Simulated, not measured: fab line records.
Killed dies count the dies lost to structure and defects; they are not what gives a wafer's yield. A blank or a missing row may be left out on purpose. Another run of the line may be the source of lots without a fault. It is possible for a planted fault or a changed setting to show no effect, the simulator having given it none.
Comparing a struck lot with a sound one ; flow sky130 ; 16 steps out of a route of 708
Sound: wafers L854.1, L854.2, L854.5. Struck: wafers L871.1, L871.6. (L871.4 of the same lot was not struck and is left out.) The cause comes at the end.
At each step with rows: each side's tool, then ch and its chambers, then its first start. Under that, the readings that differ: sound wafers ; struck wafers ; difference of the means ; sigmas: that difference in standard deviations of wafers without a fault.
alike: readings whose means differ by less than 2 such deviations, and words and numbers that are the same on both sides. not compared: withheld readings, readings that some wafer has no value for, bounds like >300 that may hide the same value, and numbers for which the record gives no deviation and whose values overlap.
A row with sigmas, a row that says differs or no value, or rows on one side alone: a step with any of these is where the two part. When numbers do not overlap yet have no deviation, they are printed without sigmas and do not part them. Lack of a reading on every wafer of one side parts them only where that side has two or more wafers.

first, 6 steps without rows for these wafers: SKY_METAL5_HMDS_08 (prime time 60 s); SKY_METAL5_COAT_09 (resist thk 1800 nm); SKY_METAL5_SOFTBAKE_10 (time 60 s); SKY_METAL5_EXPOSE_11 (exposes mask MM5, target cd 1600 nm); SKY_METAL5_PEB_12; SKY_METAL5_DEVELOP_13 (develop time 60 s).
SKY_METAL5_DESCUM_14: chemistry O2, time 11 s.
  sound on rie-metal-04 ch 0,1, day 43 11:57; struck on rie-metal-01 ch 0,1, day 48 07:52
  alike: drypump-motor-current-A, oes-product-au
  not compared: rf-hours-counter-h
SKY_METAL5_METAL_ETCH_15: etches the open film in Cl2/BCl3, stops on SiO2, target depth 1260 nm, time 252 s.
  sound on rie-metal-04 ch 0,1, day 43 11:59; struck on rie-metal-01 ch 0,1, day 48 07:55
  alike: drypump-motor-current-A, oes-product-au, throttle-valve-pct
  not compared: rf-hours-counter-h
SKY_METAL5_STRIP_16: strips in O2/N2.
  sound on plasma-asher-03 ch 0,1, day 43 12:13; struck on plasma-asher-04 ch 0,1, day 48 08:08
  alike: drypump-motor-current-A, oes-product-au, strip-time-to-endpoint-s
  not compared: rf-hours-counter-h
then, 3 steps without rows for these wafers: SKY_METAL5_STRIP_17 (strips in post etch residue remover, time 1200 s); SKY_METAL5_CLEAN_18 (cleans in IPA, time 180 s); SKY_METAL5_CLEAN_19 (cleans in O3/DIW).
SKY_PASSIVATION_CVD_00: deposits SiO2, target thk 90 nm.
  sound on pecvd-01 ch 0,2, day 43 12:51; struck on pecvd-02 ch 0, day 48 08:44
  alike: heater-power-outer-w, heater-power-w
SKY_PASSIVATION_THK_MEAS_01:
  struck on film-metro-01, day 48 08:59; sound on film-metro-04, day 43 12:53
reading;sound;struck;difference;sigmas
PASSIVATION_CVD_00_THK (nm);89.1 89.1 90.6;81.6 83.5;-7.0;-7
  not compared: hold
SKY_PASSIVATION_CVD_02: deposits Si3N4, target thk 540 nm.
  sound on pecvd-03 ch 0,1,2, day 43 12:57; struck on pecvd-03 ch 2, day 48 09:52
reading;sound;struck;difference;sigmas
hold;- - -;await-dispo/0.8h/release await-dispo/0.8h/release;no value on the sound wafers;
  alike: heater-power-outer-w, heater-power-w
SKY_PAD_OPEN_PROBE_99:
  rows exist in the record for the struck wafers here (prober-01, day 49 22:53), but not for the sound ones

== WHERE THEY PART ==
First at SKY_PASSIVATION_THK_MEAS_01; last, within this record, at SKY_PAD_OPEN_PROBE_99.

WHY: whatever the simulator had introduced
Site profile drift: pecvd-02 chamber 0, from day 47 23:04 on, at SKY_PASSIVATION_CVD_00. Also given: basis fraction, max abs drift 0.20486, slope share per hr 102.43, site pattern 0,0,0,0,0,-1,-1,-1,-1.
